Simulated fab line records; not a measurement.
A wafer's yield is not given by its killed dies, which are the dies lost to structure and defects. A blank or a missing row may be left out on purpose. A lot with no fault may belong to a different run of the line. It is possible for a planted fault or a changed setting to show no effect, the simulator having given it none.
Which tool did it? -- flow gf180mcu -- 34 wafers from 12 lots sampled at 6 of the route's 602 steps

WHAT THE GAUGES SHOWED, per wafer
GF_V3_THK_MEAS_25: measures by xrf.
lot,measured,on,V3_W_THK (nm)
L536,day 22 03:35,film metro-04,351 350 350
L537,day 22 12:20,film metro-01,346 357 350
L538,day 22 21:24,film metro-02,344 350 350
L540,day 23 11:45,film metro-04,341 347
L543,day 25 08:37,film metro-02,343 345 348
L544,day 25 09:55,film metro-02,344 348 347
L545,day 25 20:59,film metro-01,349 351 351
L546,day 26 17:47,film metro-04,337 337 340
L547,day 27 02:02,film metro-04,345 343
L549,day 27 12:28,film metro-02,343 342 344
L548,day 27 13:52,film metro-04,344 344 345
L550,day 27 16:22,film metro-02,348 350 347

GF_V4_RS_MEAS_24: a four-point-probe measurement.
lot,measured,on,V4_W_RS (ohm/sq)
L536,day 24 04:31,film metro-01,0.331 0.332 0.330
L537,day 24 12:25,film metro-04,0.330 0.334 0.331
L538,day 24 20:40,film metro-04,0.331 0.330 0.334
L540,day 25 10:20,film metro-03,0.325 0.327
L543,day 27 05:07,film metro-03,0.325 0.320 0.322
L544,day 27 07:01,film metro-01,0.321 0.323 0.329
L545,day 27 17:14,film metro-04,0.324 0.325 0.326
L546,day 28 12:46,film metro-04,0.319 0.324 0.322
L547,day 28 20:38,film metro-03,0.321 0.321
L549,day 29 06:58,film metro-04,0.324 0.329 0.325
L548,day 29 07:46,film metro-01,0.322 0.325 0.325
L550,day 29 10:01,film metro-01,0.325 0.318 0.320

GF_TOP_METAL_RS_MEAS_05: a four-point-probe measurement.
lot,measured,on,TOP_METAL_ALCU_RS (ohm/sq)
L536,day 27 00:40,film metro-02,0.0323 0.0322 0.0324
L537,day 27 09:01,film metro-02,0.0328 0.0332 0.0324
L538,day 27 15:41,film metro-02,0.0330 0.0335 0.0331
L540,day 28 03:19,film metro-03,0.0322 0.0321
L543,day 29 19:11,film metro-01,0.0325 0.0328 0.0328
L544,day 29 20:55,film metro-01,0.0332 0.0333 0.0327
L545,day 30 07:34,film metro-02,0.0322 0.0320 0.0318
L546,day 31 00:45,film metro-03,0.0328 0.0329 0.0328
L547,day 31 06:41,film metro-02,0.0319 0.0325
L549,day 31 18:22,film metro-03,0.0331 0.0329 0.0330
L548,day 31 19:07,film metro-02,0.0326 0.0324 0.0326
L550,day 31 20:40,film metro-03,0.0332 0.0361 0.0334

GF_TOP_METAL_THK_MEAS_06: measures by xrf.
lot,measured,on,TOP_METAL_ALCU_THK (nm)
L536,day 27 00:45,film metro-02,909 914 907
L537,day 27 09:08,film metro-02,894 887 911
L538,day 27 15:47,film metro-02,893 877 884
L540,day 28 03:24,film metro-03,913 920
L543,day 29 19:18,film metro-01,908 907 903
L544,day 29 21:02,film metro-01,896 890 909
L545,day 30 07:41,film metro-02,913 917 924
L546,day 31 00:52,film metro-03,900 901 904
L547,day 31 06:47,film metro-02,914 903
L549,day 31 18:29,film metro-03,892 893 896
L548,day 31 19:14,film metro-02,901 904 901
L550,day 31 20:47,film metro-03,891 819 882

GF_PASSIVATION_THK_MEAS_01.
lot,measured,on,PASSIVATION_CVD_00_THK (nm)
L536,day 27 21:42,film metro-01,1028 1035 1017
L537,day 28 05:29,film metro-03,1021 1015 1016
L538,day 28 12:25,film metro-03,1004 1009 995
L540,day 28 22:58,film metro-01,1027 1021
L543,day 30 14:04,film metro-01,980 981 1004
L544,day 30 15:55,film metro-04,963 985 972
L545,day 31 02:22,film metro-04,1016 1006 1016
L546,day 31 19:46,film metro-04,968 995 1002
L547,day 32 01:34,film metro-04,1000 1017
L549,day 32 12:04,film metro-01,985 1006 1008
L548,day 32 12:29,film metro-04,979 1001 1000
L550,day 32 14:37,film metro-04,974 1005 989

TOOL THAT RAN EACH LOT (tool first, then ch and the chambers of the sampled wafers, then the start)
lot,GF_TOP_METAL_SPUTTER_02
L536,"pvd sputter-01, day 27 00:31"
L537,"pvd sputter-03, day 27 08:55"
L538,"pvd sputter-01, day 27 15:34"
L540,"pvd sputter-02, day 28 03:10"
L543,"pvd sputter-02, day 29 19:05"
L544,"pvd sputter-03, day 29 20:49"
L545,"pvd sputter-02, day 30 07:28"
L546,"pvd sputter-02, day 31 00:38"
L547,"pvd sputter-02, day 31 06:32"
L549,"pvd sputter-01, day 31 18:17"
L548,"pvd sputter-02, day 31 19:01"
L550,"pvd sputter-02, day 31 20:34"
- GF_TOP_METAL_SPUTTER_02: material AlCu, target thk 900 nm, time 47.82 s.

AS READ BY THE TOOLS THEMSELVES (means over the sampled wafers that have a number; for cases with no such wafer, the mark the record gives instead)
GF_TOP_METAL_SPUTTER_02.
lot,tool,throttle valve pct (%)
L536,pvd sputter-01,28.9
L537,pvd sputter-03,30.2
L538,pvd sputter-01,27.9
L540,pvd sputter-02,29.2
L543,pvd sputter-02,29.7
L544,pvd sputter-03,31.4
L545,pvd sputter-02,30.4
L546,pvd sputter-02,30.3
L547,pvd sputter-02,30.5
L549,pvd sputter-01,29.7
L548,pvd sputter-02,29.6
L550,pvd sputter-02,29.5

THE ANSWER, worked out from the rows above alone
Rule: what is usual is taken from the lots themselves. Put in order of their means at a reading, lots are off if they are a third of the lots or fewer, leave a main group of 4 or more, and stand apart from it by a gap of 3 or more times the standard deviation of the main group's means; of several such gaps the widest counts. If all means in a main group match to the digits the tables above print for the reading, that group is not used. Also off: a lot with no number at a reading for which 4 or more lots have one. All remaining lots with rows at the step are treated as sound. The gauges are gone through in route order, then the tools' own readings, and for those a lot's mean is taken as printed above. At the first step where some lot is off, the reading lying furthest off is the one used; lots without a number count as furthest.
Across all readings shown, no lot is off: no conclusion can be drawn from this.

WHAT THE SIMULATOR PUT IN
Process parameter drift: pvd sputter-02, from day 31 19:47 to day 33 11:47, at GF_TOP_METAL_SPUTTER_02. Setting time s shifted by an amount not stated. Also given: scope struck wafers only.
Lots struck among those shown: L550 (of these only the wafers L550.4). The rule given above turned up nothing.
